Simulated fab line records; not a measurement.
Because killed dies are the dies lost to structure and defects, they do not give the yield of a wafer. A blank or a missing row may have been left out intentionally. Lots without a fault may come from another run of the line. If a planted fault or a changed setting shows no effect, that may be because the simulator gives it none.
Struck lot and sound lot, side by side	flow gf180mcu	15 out of 602 route steps
Sound: these wafers, L960.2, L960.5, L960.6. Wafers struck: L974.2, L974.3, L974.5. The cause is given at the end.
Per side, at each step with rows, come the tool, then ch with its chambers, and then its first start. Under that, the readings that differ: sound wafers	struck wafers	difference of the means	sigmas: that difference in standard deviations of wafers without a fault.
alike: readings with means less than 2 such deviations apart, plus words and numbers identical on both sides. not compared: withheld readings, readings lacking a value on some wafer, bounds such as >300 that could conceal the same value, and numbers that have no deviation in the record and whose values overlap.
A row with sigmas, a row that says differs or no value, or rows on one side alone: a step with any of these is where the two part. When numbers do not overlap yet have no deviation, they are printed without sigmas and do not part them. A reading that every wafer of one side lacks parts them only if that side has two wafers or more.

first, 6 steps without rows for these wafers: GF_SAB_HMDS_03 (prime time 60 s); GF_SAB_COAT_04 (resist thk 1000 nm); GF_SAB_SOFTBAKE_05 (time 60 s); GF_SAB_EXPOSE_06 (exposes mask SAB, target cd 420 nm); GF_SAB_PEB_07; GF_SAB_DEVELOP_08 (develop time 60 s).
GF_SAB_CD_MEAS_09: target cd 420 nm.
  sound: cd-sem-01 at day 15 04:33; struck: cd-sem-01 at day 20 02:14
  alike: cd-nm
GF_SAB_OVL_MEAS_10:
  sound: overlay-01 at day 15 04:39; struck: overlay-01 at day 20 02:20
  alike: SAB_OVL
GF_SAB_ETCH_11: etches SiO2 in C4F8/O2/Ar, target depth 55 nm, time 8.5 s.
  sound on rie-diel-04 ch 1,2, day 15 04:41; struck on rie-diel-01 ch 0,2,3, day 20 02:22
reading	sound	struck	difference	sigmas
oes-product-au (a.u.)	1.030 1.013 1.001	0.998 0.993 0.978	-0.025	-2
  alike: bias-w, chamber-pressure-mTorr
  not compared: rf-hours-counter-h
then, 1 step without rows for these wafers: GF_SAB_WET_ETCH_12 (etches SiO2 in dHF, target depth 22 nm, time 440 s).
GF_SAB_STRIP_13: strips in O2/N2.
  sound on plasma-asher-02 ch 0,1, day 15 04:50; struck on plasma-asher-01 ch 1, day 20 02:32
reading	sound	struck	difference	sigmas
heater-power-w (W)	265 308 269	333 336 342	+56	+2
  alike: drypump-motor-current-A, o2-flow-sccm, oes-product-au, strip-time-to-endpoint-s
  not compared: rf-hours-counter-h
then, 1 step without rows for these wafers: GF_SALICIDE_CLEAN_00 (cleans in SC1/SC2, time 150 s).
GF_SALICIDE_WET_ETCH_01: etches SiO2 in dHF, target depth 5 nm, time 100 s.
  sound on wet-bench-03 ch 3, day 15 04:59; struck on wet-bench-03 ch 1, day 20 02:41
  no value came back on the struck wafers for bath-heat-duty-pct (%), run-length-s (s); on the sound wafers bath-heat-duty-pct (%) reads 5.2 5.4 5.6
reading	sound	struck	difference	sigmas
model.SiO2_of_SAB_CVD_00.thk-nm (nm)	39.85 40.63 39.96	47.78 48.44 48.63	+8.14	
  not compared: model.SiO2_of_STI_CVD_23.thk-nm
GF_SALICIDE_SPUTTER_02: material Co, target thk 10 nm, time 20 s.
  sound: pvd-sputter-01 at day 15 05:01; struck: pvd-sputter-01 at day 20 02:43
  alike: throttle-valve-pct
-- the record jumps here: 13 days lie between the struck wafers' starts before and after (it left off in module SALICIDE and takes up again in module PASSIVATION, whose first step shown is number 602 of the route) --
GF_PASSIVATION_PROBE_99:
  only the struck wafers here have rows in the record (prober-01, day 32 22:16); the sound ones have none

## WHERE THEY PART
Earliest at GF_SAB_ETCH_11; latest, in this record, at GF_PASSIVATION_PROBE_99.

WHY: whatever the simulator had introduced
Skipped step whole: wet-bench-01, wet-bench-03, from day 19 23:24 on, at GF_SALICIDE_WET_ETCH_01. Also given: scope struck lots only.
